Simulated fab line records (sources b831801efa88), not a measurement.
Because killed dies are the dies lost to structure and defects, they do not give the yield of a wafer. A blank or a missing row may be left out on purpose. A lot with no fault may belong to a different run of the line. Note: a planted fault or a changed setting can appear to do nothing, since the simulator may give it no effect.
2 desks, one fault | flow gf180mcu | every desk sees just its own numbers, and what lay behind them comes last

TOOL OWNER'S DESK, wetBench-04
The tool's own readings at GF_STI_WET_ETCH_26 (etches SiO2 in dHF, target depth 94 nm, time 188 s): means of the sampled wafers that have a number, for each lot that ran on this tool. Marked OUT: a lot whose mean sits more than 4 standard deviations from the usual mean, which makes it out of limits; the brackets give that distance.
Columns: A = bathHeatDutyPct at GF_STI_WET_ETCH_26, usual 6.3 %; B = tempC at GF_STI_WET_ETCH_26, usual 24.97 C
lot  | first seen here | A              | B
L273 | day 2 09:59     | 6.6            | 25.00
L274 | day 2 13:58     | 5.7            | 24.83
L277 | day 3 07:17     | 6.5            | 24.89
L280 | day 3 22:07     | 6.0            | 25.00
L288 | day 5 19:13     | 14.1 (+12) OUT | 30.46 (+57) OUT
L291 | day 6 11:29     | 5.5            | 25.07
L295 | day 7 05:24     | 6.3            | 24.96
This desk's verdict: out of limits on L288, starting with L288 at day 5 19:13 (bathHeatDutyPct at GF_STI_WET_ETCH_26). In limits: L273, L274, L277, L280, L291, L295.

AT THE METROLOGY DESK
Lot by lot, what the gauges showed, no matter which tool ran the lot: averages of those sampled wafers that carry a number. Marked OUT: a lot whose mean sits more than 4 standard deviations from the usual mean, which makes it out of limits; the brackets give that distance.
Columns: A = V3_CVD_00_THK at GF_V3_THK_MEAS_01, usual 598 nm; B = V3_OVL at GF_V3_OVL_MEAS_15, usual -3 nm
lot  | first seen here | A   | B
L273 | day 22 05:44    | 603 | -1
L274 | day 22 10:43    | 599 | -8
L277 | day 23 04:54    | 599 | -5
L278 | day 23 18:07    | 602 | -5
L279 | day 23 22:38    | 601 | -9
L280 | day 24 14:20    | 593 | -7
L284 | day 25 20:16    | 609 | -7
L288 | day 27 12:37    | 602 | -1
L291 | day 28 06:02    | 587 | 1
L293 | day 28 08:31    | 597 | 7
L292 | day 28 09:26    | 598 | 0
L294 | day 28 19:32    | 600 | -1
L295 | day 29 03:51    | 586 | 4
This desk's finding: nothing out of limits on any of the 13 lots.

PUT TOGETHER
The tool owner's desk could have raised an alarm at day 5 19:13, on L288.
The metrology desk saw nothing out of limits.
The metrology desk holds a record of L288, inside its limits.
Every lot named ran GF_STI_WET_ETCH_26 on wetBench-04.

WHAT HAD BEEN PUT IN BY THE SIMULATOR
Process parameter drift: wetBench-04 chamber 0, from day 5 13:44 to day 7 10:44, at GF_STI_WET_ETCH_26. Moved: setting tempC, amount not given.
Shown lots that were struck: L288.
Time in hours from fault onset to the first out-of-limits reading at each desk: the tool owner's desk, 5.
